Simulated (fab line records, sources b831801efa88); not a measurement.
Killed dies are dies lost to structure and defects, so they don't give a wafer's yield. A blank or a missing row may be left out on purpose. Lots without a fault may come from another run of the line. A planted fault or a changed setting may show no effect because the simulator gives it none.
A struck lot beside a sound one | flow sfq_line | 14 steps out of a route of 325
Sound: wafers L789.1, L789.3, L789.5. Struck: wafer L806.2. (L806.4, L806.5 of the same lot were not struck and are left out.) The cause comes at the end.
At each step with rows: each side's tool, then ch and its chambers, then its first start. Under that, the readings that differ: sound wafers | struck wafers | difference of the means | sigmas: that difference in standard deviations of wafers without a fault.
alike: readings whose means differ by less than 2 such deviations, and words and numbers that are the same on both sides. not compared: withheld readings, readings that some wafer has no value for, bounds like >300 that may hide the same value, and numbers for which the record gives no deviation and whose values overlap.
The two part at a step that has a row with sigmas, a row that says differs or no value, or rows on one side only. Numbers that don't overlap but have no deviation are shown without sigmas and don't part them. A reading that every wafer of one side lacks parts them only if that side has two wafers or more.

SFQ_INCOMING_BOW_MEAS_900:
  sound on film_metro-02, day 1 10:00; struck on film_metro-02, day 4 23:01
  alike: INCOMING_BOW
then, 1 step without rows for these wafers: SFQ_TRILAYER_INCOMING_OXIDATION_002 (target thk 500 nm, ox time 4939 s).
SFQ_TRILAYER_L0_DEP_SPUTTER_003: material MoNx KI, target thk 40 nm, time 100 s.
  sound on pvd_sputter-03, day 1 12:29; struck on pvd_sputter-04, day 5 01:29
  alike: throttle_valve_pct
SFQ_L0_RS_MEAS_901: measures by four-point-probe.
  sound on film_metro-02, day 1 12:34; struck on film_metro-01, day 5 01:35
  alike: L0_MONX_KI_RS
SFQ_L0_THK_MEAS_902: measures by xrf.
  sound on film_metro-02, day 1 12:41; struck on film_metro-01, day 5 01:41
  reading             | sound          | struck | difference | sigmas
  L0_MONX_KI_THK (nm) | 40.1 40.5 40.3 | 39.3   | -1.0       | -3
then, 1 step without rows for these wafers: SFQ_TRILAYER_L0_LITHO_COAT_010 (resist thk 62 nm).
SFQ_TRILAYER_L0_LITHO_COAT_005: resist thk 600 nm.
  sound on litho_track-01 ch 0, day 1 13:02; struck on litho_track-03 ch 0, day 5 02:05
  reading                                             | sound           | struck | difference | sigmas
  model.KrF_of_TRILAYER_L0_LITHO_COAT_005.thk_nm (nm) | 602.3 601.5 601 | 694.1  | +92.5      |
  alike: dispense_pressure_kPa, spin_speed_rpm
then, 4 steps without rows for these wafers: SFQ_TRILAYER_L0_LITHO_SOFTBAKE_009; SFQ_TRILAYER_L0_LITHO_EXPOSE_006 (exposes mask L0, target cd 2000 nm); SFQ_TRILAYER_L0_LITHO_PEB_008 (peb time 60 s); SFQ_TRILAYER_L0_LITHO_DEVELOP_007 (time 60 s).
SFQ_TRILAYER_L0_BARC_OPEN_METAL_ETCH_010: etches BARC in O2, target depth 125 nm, time 41.7 s.
  sound on rie_metal-01 ch 0,1, day 2 13:50; struck on rie_metal-04 ch 1, day 5 23:13
  alike: chamber_pressure_mTorr, drypump_motor_current_A, oes_product_au
  not compared: rf_hours_counter_h
SFQ_TRILAYER_L0_ETCH_METAL_ETCH_008: etches MoNx KI in SF6/O2, stops on SiO2, target depth 50 nm, time 25 s.
  sound on rie_metal-01 ch 0,1, day 2 13:54; struck on rie_metal-04 ch 1, day 5 23:16
  reading                                             | sound           | struck | difference | sigmas
  model.KrF_of_TRILAYER_L0_LITHO_COAT_005.thk_nm (nm) | 483.2 483 482.1 | 575.6  | +92.8      |
  alike: chamber_pressure_mTorr, drypump_motor_current_A, oes_product_au
  not compared: rf_hours_counter_h
SFQ_TRILAYER_L0_STRIP_STRIP_009: strips in O2.
  sound on rie_metal-01 ch 0,1, day 2 13:57; struck on rie_metal-04 ch 1, day 5 23:19
  alike: chamber_pressure_mTorr, drypump_motor_current_A, oes_product_au
  not compared: rf_hours_counter_h

WHERE THEY PART
Only at SFQ_L0_THK_MEAS_902, within this record. Later steps at which nothing parts them and some readings are alike: SFQ_TRILAYER_L0_LITHO_COAT_005, SFQ_TRILAYER_L0_BARC_OPEN_METAL_ETCH_010, SFQ_TRILAYER_L0_ETCH_METAL_ETCH_008, SFQ_TRILAYER_L0_STRIP_STRIP_009.

WHY: what the simulator had put in
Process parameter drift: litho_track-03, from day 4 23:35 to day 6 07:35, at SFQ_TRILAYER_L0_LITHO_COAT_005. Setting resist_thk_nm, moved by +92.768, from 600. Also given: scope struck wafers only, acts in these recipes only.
